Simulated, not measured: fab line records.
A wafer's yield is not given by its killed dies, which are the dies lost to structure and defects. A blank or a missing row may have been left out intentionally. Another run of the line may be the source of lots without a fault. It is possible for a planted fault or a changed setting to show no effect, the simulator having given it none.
fab line records	flow sky130	part 1 of 2: steps 1 to 31 of 45
record lots=5	wafers=15	last_day=50
route steps=708 shown LDD_HVP@288 LDD_LDN@289 SPACER@304 POLY_CUT@307 SD_P@320 RES_XHIGH@332
lots with no fault: from the same line, run without faults
start_h: hours from the record's first day to the start of the lot's first wafer shown	wait_h: hours since the lot's step before	" as in the row above	L1.1+2: one row covering several wafers at once	- no value present, or no start provided	* or withheld: withheld	< > ~ a bound
route shown NAME@n: names a module that has steps shown in the file, with the first one's number in the route	usual: the fault-free wafers' mean and standard deviation	same: alike in all rows	chamber/n: place in a boat	sites: readings site by site	_std_site: how widely they spread, as a standard deviation	_edge_site: mean of outer sites minus mean of inner sites	radius_mm: how far each site lies from the wafer's centre	mask NAME#n: copy n	behind: the last tool/chamber to shape the wafer	hold: reason for holding the lot/hours on hold/outcome of the hold	device: the n, p or np transistor that did not switch	end of line: the tests these same wafers got at the end of their route	for a step that has no rows: nothing shown but its recipe	killed: dies that structure and defects cost at the first sort, which is not the same as the wafer's yield	map: the dies of a wafer, with x for killed, . for not killed, _ for no die there
set.NAME: the run value of the setting; set.NAME@STEP: its run value at that earlier step	model.NAME: the simulator's own value behind a step, which no gauge read
certain route steps with their lots: each step a table, each wafer a row
services: the hour from which a tool's chamber was out of use, counted from the record's first day as start_h (under 0 if before that day), plus the number of hours and why
## steps
# step SKY_LDD_HVP_TW_MEAS_10
# usual LDD_HVP_TW=451/8.5
lot.wafer	tool	chamber	start_h	wait_h	LDD_HVP_TW
L078.1	film_metro-04	-	529.11	0.1	449
L078.2	"	-	"	"	448
L078.4	"	-	"	"	448
L080.1	film_metro-04	-	545.01	0.1	448
L080.3	"	-	"	"	450
L080.5	"	-	"	"	448
L088.1	film_metro-01	-	641.42	0.1	442
L088.2	"	-	"	"	442
L088.4	"	-	"	"	440
L089.1	film_metro-03	-	646.96	0.1	463
L089.2	"	-	"	"	460
L089.4	"	-	"	"	461
L095.1	film_metro-04	-	688.36	0.1	449
L095.4	"	-	"	"	450
L095.6	"	-	"	"	446
# step SKY_LDD_LDN_DEHYDRATE_00
# recipe temp_c=200	time_s=60
lot.wafer	tool	chamber	start_h	wait_h
L078.1+2+4	litho_track-01	0	543.27	14.2
L080.1+3+5	litho_track-03	0	559.54	14.5
L088.1+2+4	litho_track-04	0	654.39	13.0
L089.1+2+4	litho_track-03	0	660.24	13.3
L095.1+4+6	litho_track-01	0	701.32	13.0
# step SKY_LDD_LDN_HMDS_01
# recipe prime_time_s=60	prime_temp_c=120
# usual prime_temp_c=119.99/0.13
lot.wafer	tool	chamber	start_h	wait_h	prime_temp_c
L078.1	litho_track-01	0	543.42	0.1	120.06
L078.2	"	0	"	"	119.84
L078.4	"	0	"	"	119.95
L080.1	litho_track-03	0	559.69	0.1	120.01
L080.3	"	0	"	"	120.06
L080.5	"	0	"	"	120.03
L088.1	litho_track-04	0	654.54	0.1	120.01
L088.2	"	0	"	"	119.88
L088.4	"	0	"	"	119.98
L089.1	litho_track-03	0	660.39	0.1	120.12
L089.2	"	0	"	"	119.92
L089.4	"	0	"	"	120.18
L095.1	litho_track-01	0	701.47	0.1	120.11
L095.4	"	0	"	"	119.88
L095.6	"	0	"	"	119.91
# step SKY_LDD_LDN_COAT_02
# recipe resist=NOVOLAK	spin_rpm=3000	resist_thk_nm=1140
lot.wafer	tool	chamber	start_h	wait_h
L078.1+2+4	litho_track-01	0	543.57	0.1
L080.1+3+5	litho_track-03	0	559.84	0.1
L088.1+2+4	litho_track-04	0	654.69	0.1
L089.1+2+4	litho_track-03	0	660.54	0.1
L095.1+4+6	litho_track-01	0	701.62	0.1
# step SKY_LDD_LDN_SOFTBAKE_03
# recipe temp_c=90	time_s=60	resist=NOVOLAK
lot.wafer	tool	chamber	start_h	wait_h
L078.1+2+4	litho_track-01	0	543.72	0.1
L080.1+3+5	litho_track-03	0	559.99	0.1
L088.1+2+4	litho_track-04	0	654.84	0.1
L089.1+2+4	litho_track-03	0	660.69	0.1
L095.1+4+6	litho_track-01	0	701.77	0.1
# step SKY_LDD_LDN_EXPOSE_04
# recipe mask_id=LDNTM	na=0.6	source_shape=conventional	sigma_outer=0.6	polarization=unpolarized	target_cd_nm=700	dose_mj=140
lot.wafer	tool	chamber	start_h	wait_h	mask
L078.1+2+4	iline_stepper-02	0	-	-	LDNTM#0
L080.1+3+5	iline_stepper-02	0	-	-	LDNTM#0
L088.1+2+4	iline_stepper-01	0	-	-	LDNTM#0
L089.1+2+4	iline_stepper-01	0	-	-	LDNTM#0
L095.1+4+6	iline_stepper-02	0	-	-	LDNTM#0
# step SKY_LDD_LDN_PEB_05
# recipe temp_c=withheld	time_s=*	resist=NOVOLAK
lot.wafer	tool	chamber	start_h	wait_h
L078.1+2+4	litho_track-03	0	-	-
L080.1+3+5	litho_track-01	0	-	-
L088.1+2+4	litho_track-01	0	-	-
L089.1+2+4	litho_track-01	0	-	-
L095.1+4+6	litho_track-03	0	-	-
# step SKY_LDD_LDN_DEVELOP_06
# recipe resist=NOVOLAK	developer=TMAH	develop_time_s=57.14	dev_temp_c=23
lot.wafer	tool	chamber	start_h	wait_h
L078.1+2+4	litho_track-03	0	558.24	0.1
L080.1+3+5	litho_track-01	0	574.42	0.1
L088.1+2+4	litho_track-01	0	668.82	0.1
L089.1+2+4	litho_track-01	0	674.42	0.1
L095.1+4+6	litho_track-03	0	714.79	0.1
# step SKY_LDD_LDN_OVL_MEAS_07
# usual LDD_LDN_OVL=-0.5/1.6
lot.wafer	tool	chamber	start_h	wait_h	LDD_LDN_OVL[nm]
L078.1	overlay-02	-	558.39	0.1	-1.2
L078.2	"	-	"	"	0.7
L078.4	"	-	"	"	-0.1
L080.1	overlay-02	-	574.57	0.1	0.7
L080.3	"	-	"	"	-0.7
L080.5	"	-	"	"	1.9
L088.1	overlay-01	-	668.97	0.1	0.2
L088.2	"	-	"	"	-0.8
L088.4	"	-	"	"	-0.2
L089.1	overlay-02	-	674.57	0.1	0.5
L089.2	"	-	"	"	-2.6
L089.4	"	-	"	"	-0.9
L095.1	overlay-02	-	714.94	0.1	2.1
L095.4	"	-	"	"	1.7
L095.6	"	-	"	"	1.3
# step SKY_LDD_LDN_IMPLANT_08
# recipe species=As	energy_kev=15	dose_cm2=1.25e+13	tilt_deg=withheld	rotation_deg=23
lot.wafer	tool	chamber	start_h	wait_h
L078.1+2+4	implanter-02	0	558.43	0.0
L080.1+3+5	implanter-03	0	574.61	0.0
L088.1+2+4	implanter-02	0	669.01	0.0
L089.1+2+4	implanter-03	0	674.61	0.0
L095.1+4+6	implanter-03	0	714.98	0.0
# step SKY_LDD_LDN_IMPLANT_09
# recipe species=As	energy_kev=15	dose_cm2=1.25e+13	tilt_deg=withheld	rotation_deg=113
lot.wafer	tool	chamber	start_h	wait_h
L078.1+2+4	implanter-02	0	558.58	0.1
L080.1+3+5	implanter-03	0	574.76	0.1
L088.1+2+4	implanter-02	0	669.16	0.1
L089.1+2+4	implanter-03	0	674.76	0.1
L095.1+4+6	implanter-03	0	715.13	0.1
# step SKY_LDD_LDN_IMPLANT_10
# recipe species=As	energy_kev=15	dose_cm2=1.25e+13	tilt_deg=withheld	rotation_deg=203
lot.wafer	tool	chamber	start_h	wait_h
L078.1+2+4	implanter-02	0	558.73	0.1
L080.1+3+5	implanter-03	0	574.91	0.1
L088.1+2+4	implanter-02	0	669.31	0.1
L089.1+2+4	implanter-03	0	674.91	0.1
L095.1+4+6	implanter-03	0	715.28	0.1
# step SKY_LDD_LDN_IMPLANT_11
# recipe species=As	energy_kev=15	dose_cm2=1.25e+13	tilt_deg=withheld	rotation_deg=293
lot.wafer	tool	chamber	start_h	wait_h
L078.1+2+4	implanter-02	0	558.88	0.1
L080.1+3+5	implanter-03	0	575.06	0.1
L088.1+2+4	implanter-02	0	669.46	0.1
L089.1+2+4	implanter-03	0	675.06	0.1
L095.1+4+6	implanter-03	0	715.43	0.1
# step SKY_LDD_LDN_STRIP_12
# recipe chemistry=O2/N2	power_w=1400	pressure_mtorr=1500	platen_temp_c=withheld	o2_flow_sccm=3000	n2_flow_sccm=300	overash_fraction=0.5
# usual drypump_motor_current_A=5.7/0.37	oes_product_au=0.715/0.0047	strip_time_to_endpoint_s=14.17/0.038
lot.wafer	tool	chamber	start_h	wait_h	drypump_motor_current_A	oes_product_au	rf_hours_counter_h	strip_time_to_endpoint_s
L078.1	plasma_asher-01	1	559.03	0.1	5.1	0.715	77	14.14
L078.2	"	0	"	"	5.9	0.715	77	14.16
L078.4	"	0	"	"	5.9	0.711	-	14.16
L080.1	plasma_asher-01	1	575.21	0.1	5.1	0.717	79	14.14
L080.3	"	1	"	"	5.1	0.719	-	14.14
L080.5	"	0	"	"	5.9	0.718	-	14.14
L088.1	plasma_asher-03	1	669.61	0.1	5.7	0.716	99	14.20
L088.2	"	0	"	"	6.2	0.713	99	14.18
L088.4	"	0	"	"	6.2	0.712	-	14.19
L089.1	plasma_asher-03	1	675.21	0.1	5.7	0.718	100	14.18
L089.2	"	0	"	"	6.2	0.708	100	14.18
L089.4	"	1	"	"	5.7	0.710	-	14.18
L095.1	plasma_asher-03	1	715.58	0.1	5.7	0.724	104	14.17
L095.4	"	0	"	"	6.2	0.708	-	14.18
L095.6	"	0	"	"	6.2	0.723	-	14.15
# step SKY_LDD_LDN_TW_MEAS_13
# usual LDD_LDN_TW=1477/29
lot.wafer	tool	chamber	start_h	wait_h	LDD_LDN_TW
L078.1	film_metro-03	-	559.13	0.1	1508
L078.2	"	-	"	"	1499
L078.4	"	-	"	"	1505
L080.1	film_metro-01	-	575.31	0.1	1433
L080.3	"	-	"	"	1439
L080.5	"	-	"	"	1430
L088.1	film_metro-02	-	669.71	0.1	1479
L088.2	"	-	"	"	1467
L088.4	"	-	"	"	1471
L089.1	film_metro-02	-	675.31	0.1	1491
L089.2	"	-	"	"	1491
L089.4	"	-	"	"	1485
L095.1	film_metro-03	-	715.68	0.1	1504
L095.4	"	-	"	"	1504
L095.6	"	-	"	"	1498
# step SKY_LDD_LDN_CLEAN_14
# recipe chemistry=SC1/SC2	mix=1:4:20	temp_c=70	time_s=150	dry=n2_spin
lot.wafer	tool	chamber	start_h	wait_h
L078.1+2+4	wet_bench-03	2	559.19	0.1
L080.1+3+5	wet_bench-01	0	575.37	0.1
L088.1+2+4	wet_bench-03	3	669.77	0.1
L089.1+2+4	wet_bench-02	2	675.37	0.1
L095.1+4+6	wet_bench-02	2	715.74	0.1
# step SKY_SPACER_CVD_00
# recipe material=Si3N4	precursor=DCS/NH3	target_thk_nm=43.1	temp_c=770	time_s=740	pressure_mtorr=250
# usual zone_power_bottom_pct=20.2/1.5	zone_power_top_pct=23.8/2.5
lot.wafer	tool	chamber	start_h	wait_h	zone_power_bottom_pct	zone_power_top_pct
L078.1	lpcvd-02	1	560.66	1.4	21.7	21.9
L078.2	"	1	"	"	21.7	22.0
L078.4	"	1	"	"	21.2	21.8
L080.1	lpcvd-02	0	575.48	0.0	18.3	27.0
L080.3	"	0	"	"	18.5	26.8
L080.5	"	0	"	"	18.3	27.0
L088.1	lpcvd-02	0	671.06	1.2	18.2	26.9
L088.2	"	0	"	"	17.8	27.2
L088.4	"	0	"	"	18.3	26.9
L089.1	lpcvd-02	1	675.42	0.0	21.1	21.4
L089.2	"	1	"	"	21.6	22.0
L089.4	"	1	"	"	21.2	21.9
L095.1	lpcvd-02	1	717.09	1.3	21.1	22.0
L095.4	"	1	"	"	21.1	21.7
L095.6	"	1	"	"	21.3	21.7
# step SKY_SPACER_THK_MEAS_01
# recipe reads=Si3N4_of_SPACER_CVD_00
# usual SPACER_CVD_00_THK=43.4/0.42
lot.wafer	tool	chamber	start_h	wait_h	SPACER_CVD_00_THK[nm]
L078.1	film_metro-02	-	561.86	0.0	43.7
L078.2	"	-	"	"	43.3
L078.4	"	-	"	"	43.8
L080.1	film_metro-04	-	576.68	0.0	43.7
L080.3	"	-	"	"	43.8
L080.5	"	-	"	"	43.4
L088.1	film_metro-04	-	672.26	0.0	43.4
L088.2	"	-	"	"	43.4
L088.4	"	-	"	"	43.3
L089.1	film_metro-04	-	676.62	0.0	43.1
L089.2	"	-	"	"	43.0
L089.4	"	-	"	"	43.2
L095.1	film_metro-04	-	718.90	0.0	44.1
L095.4	"	-	"	"	43.8
L095.6	"	-	"	"	43.8
# step SKY_SPACER_ETCHBACK_02
# recipe chemistry=CH3F/O2	target=Si3N4	stop_on=SiO2	source_w=400	bias_w=80	pressure_mtorr=25	ch3f_flow_sccm=40	O2_flow_sccm=30	time_s=46.7	target_depth_a=450
# usual drypump_motor_current_A=5.9/0.47	oes_product_au=0.858/0.0067	throttle_valve_pct=10.563/0.0084
lot.wafer	tool	chamber	start_h	wait_h	drypump_motor_current_A	oes_product_au	rf_hours_counter_h	throttle_valve_pct
L078.1	rie_diel-01	1	561.92	0.1	6.5	0.855	8	10.564
L078.2	"	0	"	"	5.5	0.867	80	10.567
L078.4	"	3	"	"	6.6	0.855	0	10.566
L080.1	rie_diel-01	0	576.74	0.1	5.6	0.861	80	10.573
L080.3	"	3	"	"	6.6	0.854	0	10.577
L080.5	"	2	"	"	5.8	0.859	-	10.568
L088.1	rie_diel-02	3	672.32	0.1	6.3	0.858	4	10.561
L088.2	"	0	"	"	6.3	0.865	2	10.561
L088.4	"	2	"	"	5.9	0.850	10	10.545
L089.1	rie_diel-01	1	676.68	0.1	6.5	0.857	10	10.561
L089.2	"	3	"	"	6.6	0.853	2	10.545
L089.4	"	1	"	"	6.5	0.851	-	10.551
L095.1	rie_diel-01	2	718.96	0.1	5.7	0.868	12	10.567
L095.4	"	0	"	"	5.6	0.857	3	10.569
L095.6	"	2	"	"	5.7	0.865	-	10.552
# step SKY_POLY_CUT_DEHYDRATE_00
# recipe temp_c=200	time_s=60
lot.wafer	tool	chamber	start_h	wait_h
L078.1+2+4	litho_track-03	0	575.79	13.8
L080.1+3+5	litho_track-03	0	591.09	14.3
L088.1+2+4	litho_track-02	0	685.78	13.4
L089.1+2+4	litho_track-03	0	689.64	12.9
L095.1+4+6	litho_track-02	0	732.63	13.6
# step SKY_POLY_CUT_HMDS_01
# recipe prime_time_s=60	prime_temp_c=120
# usual prime_temp_c=119.99/0.14
lot.wafer	tool	chamber	start_h	wait_h	prime_temp_c
L078.1	litho_track-03	0	575.94	0.1	120.11
L078.2	"	0	"	"	119.89
L078.4	"	0	"	"	119.94
L080.1	litho_track-03	0	591.24	0.1	120.13
L080.3	"	0	"	"	120.01
L080.5	"	0	"	"	120.11
L088.1	litho_track-02	0	685.93	0.1	120.16
L088.2	"	0	"	"	120.07
L088.4	"	0	"	"	120.22
L089.1	litho_track-03	0	689.79	0.1	120.07
L089.2	"	0	"	"	120.28
L089.4	"	0	"	"	120.17
L095.1	litho_track-02	0	732.78	0.1	119.97
L095.4	"	0	"	"	120.05
L095.6	"	0	"	"	120.15
# step SKY_POLY_CUT_COAT_02
# recipe resist=BARC	temp_c=withheld	time_s=withheld	spin_rpm=3000	resist_thk_nm=60
lot.wafer	tool	chamber	start_h	wait_h
L078.1+2+4	litho_track-03	0	576.09	0.1
L080.1+3+5	litho_track-03	0	591.39	0.1
L088.1+2+4	litho_track-02	0	686.08	0.1
L089.1+2+4	litho_track-03	0	689.94	0.1
L095.1+4+6	litho_track-02	0	732.93	0.1
# step SKY_POLY_CUT_COAT_03
# recipe resist=KrF-thick	spin_rpm=3000	resist_thk_nm=450
lot.wafer	tool	chamber	start_h	wait_h
L078.1+2+4	litho_track-03	0	-	-
L080.1+3+5	litho_track-03	0	-	-
L088.1+2+4	litho_track-02	0	-	-
L089.1+2+4	litho_track-03	0	-	-
L095.1+4+6	litho_track-02	0	-	-
# step SKY_POLY_CUT_SOFTBAKE_04
# recipe temp_c=100	time_s=90	resist=KrF-thick
lot.wafer	tool	chamber	start_h	wait_h
L078.1+2+4	litho_track-03	0	-	-
L080.1+3+5	litho_track-03	0	-	-
L088.1+2+4	litho_track-02	0	-	-
L089.1+2+4	litho_track-03	0	-	-
L095.1+4+6	litho_track-02	0	-	-
# step SKY_POLY_CUT_EXPOSE_05
# recipe mask_id=NPCM	na=0.8	source_shape=annular	sigma_inner=0.55	sigma_outer=0.85	target_cd_nm=270	dose_mj=32
lot.wafer	tool	chamber	start_h	wait_h	mask
L078.1+2+4	krf_scanner-02	0	-	-	NPCM#0
L080.1+3+5	krf_scanner-01	0	-	-	NPCM#0
L088.1+2+4	krf_scanner-02	0	-	-	NPCM#0
L089.1+2+4	krf_scanner-01	0	-	-	NPCM#0
L095.1+4+6	krf_scanner-01	0	-	-	NPCM#0
# step SKY_POLY_CUT_PEB_06
# recipe peb_temp_c=withheld	peb_time_s=withheld	resist=KrF-thick
lot.wafer	tool	chamber	start_h	wait_h
L078.1+2+4	litho_track-01	0	-	-
L080.1+3+5	litho_track-01	0	-	-
L088.1+2+4	litho_track-03	0	-	-
L089.1+2+4	litho_track-03	0	-	-
L095.1+4+6	litho_track-02	0	-	-
# step SKY_POLY_CUT_DEVELOP_07
# recipe develop_time_s=60	resist=KrF-thick	dev_temp_c=21
lot.wafer	tool	chamber	start_h	wait_h
L078.1+2+4	litho_track-01	0	-	-
L080.1+3+5	litho_track-01	0	-	-
L088.1+2+4	litho_track-03	0	-	-
L089.1+2+4	litho_track-03	0	-	-
L095.1+4+6	litho_track-02	0	-	-
# step SKY_POLY_CUT_CD_MEAS_08
# recipe target_cd_nm=270
# usual cd_nm=270.0/1.4
lot.wafer	tool	chamber	start_h	wait_h	cd_nm
L078.1	cd_sem-01	-	591.57	-	269.3
L078.2	"	-	"	"	270.0
L078.4	"	-	"	"	269.2
L080.1	cd_sem-01	-	606.32	-	270.5
L080.3	"	-	"	"	269.4
L080.5	"	-	"	"	271.5
L088.1	cd_sem-02	-	700.59	-	272.0
L088.2	"	-	"	"	273.0
L088.4	"	-	"	"	270.4
L089.1	cd_sem-02	-	705.29	-	267.2
L089.2	"	-	"	"	267.2
L089.4	"	-	"	"	268.5
L095.1	cd_sem-01	-	746.18	-	271.8
L095.4	"	-	"	"	272.1
L095.6	"	-	"	"	273.3
# step SKY_POLY_CUT_OVL_MEAS_09
# usual POLY_CUT_OVL=-1/5.5
lot.wafer	tool	chamber	start_h	wait_h	POLY_CUT_OVL[nm]
L078.1	overlay-01	-	591.69	0.1	3
L078.2	"	-	"	"	4
L078.4	"	-	"	"	1
L080.1	overlay-01	-	606.44	0.1	-5
L080.3	"	-	"	"	-2
L080.5	"	-	"	"	0
L088.1	overlay-01	-	700.71	0.1	-7
L088.2	"	-	"	"	-2
L088.4	"	-	"	"	-1
L089.1	overlay-01	-	705.41	0.1	-1
L089.2	"	-	"	"	-7
L089.4	"	-	"	"	1
L095.1	overlay-01	-	746.30	0.1	-5
L095.4	"	-	"	"	-7
L095.6	"	-	"	"	-2
# step SKY_POLY_CUT_ETCH_10
# recipe chemistry=N2/H2	target=BARC	ion_energy_ev=200	source_w=500	bias_w=100	pressure_mtorr=30	n2_flow_sccm=100	h2_flow_sccm=200	stop_on=SiO2	time_s=45.9	target_depth_a=600
# usual drypump_motor_current_A=5.7/0.48	oes_product_au=0.854/0.0055	throttle_valve_pct=13.225/0.0087
lot.wafer	tool	chamber	start_h	wait_h	drypump_motor_current_A	oes_product_au	rf_hours_counter_h	throttle_valve_pct
L078.1	rie_diel-03	2	591.73	0.0	5.6	0.862	17	13.229
L078.2	"	3	"	"	5.8	0.853	8	13.224
L078.4	"	0	"	"	5.1	0.846	9	13.226
L080.1	rie_diel-01	2	606.48	0.0	5.8	0.858	10	13.229
L080.3	"	1	"	"	6.5	0.859	9	13.225
L080.5	"	1	"	"	6.6	0.858	-	13.226
L088.1	rie_diel-01	3	700.75	0.0	6.6	0.856	3	13.210
L088.2	"	0	"	"	5.6	0.855	2	13.242
L088.4	"	2	"	"	5.8	0.858	12	13.227
L089.1	rie_diel-04	3	705.45	0.0	5.3	0.861	1	13.223
L089.2	"	1	"	"	5.4	0.847	5	13.219
L089.4	"	2	"	"	5.4	0.855	2	13.233
L095.1	rie_diel-01	0	746.33	0.0	5.6	0.853	3	13.227
L095.4	"	1	"	"	6.5	0.859	-	13.217
L095.6	"	0	"	"	5.6	0.859	-	13.219
# step SKY_POLY_CUT_ETCH_11
# recipe target=Si3N4	chemistry=CF4/CH2F2/Ar	stop_on=poly-Si	source_w=600	bias_w=150	pressure_mtorr=40	cf4_flow_sccm=40	ch2f2_flow_sccm=20	Ar_flow_sccm=150	time_s=42.5	target_depth_a=600
# usual drypump_motor_current_A=5.7/0.48	oes_product_au=0.831/0.006	throttle_valve_pct=14.994/0.009
lot.wafer	tool	chamber	start_h	wait_h	drypump_motor_current_A	oes_product_au	rf_hours_counter_h	throttle_valve_pct
L078.1	rie_diel-03	2	591.77	0.0	5.6	0.835	17	14.992
L078.2	"	3	"	"	5.9	0.847	8	14.981
L078.4	"	0	"	"	5.1	0.826	9	14.981
L080.1	rie_diel-01	2	606.52	0.0	5.7	0.828	10	14.993
L080.3	"	1	"	"	6.5	0.830	9	14.999
L080.5	"	1	"	"	6.5	0.827	-	14.987
L088.1	rie_diel-01	3	700.79	0.0	6.6	0.824	3	15.003
L088.2	"	0	"	"	5.6	0.829	2	14.992
L088.4	"	2	"	"	5.8	0.831	12	14.999
L089.1	rie_diel-04	3	705.49	0.0	5.3	0.829	1	14.994
L089.2	"	1	"	"	5.4	0.822	5	14.995
L089.4	"	2	"	"	5.4	0.830	2	14.996
L095.1	rie_diel-01	0	746.38	0.0	5.6	0.835	3	15.000
L095.4	"	1	"	"	6.5	0.830	-	14.993
L095.6	"	0	"	"	5.6	0.829	-	14.993
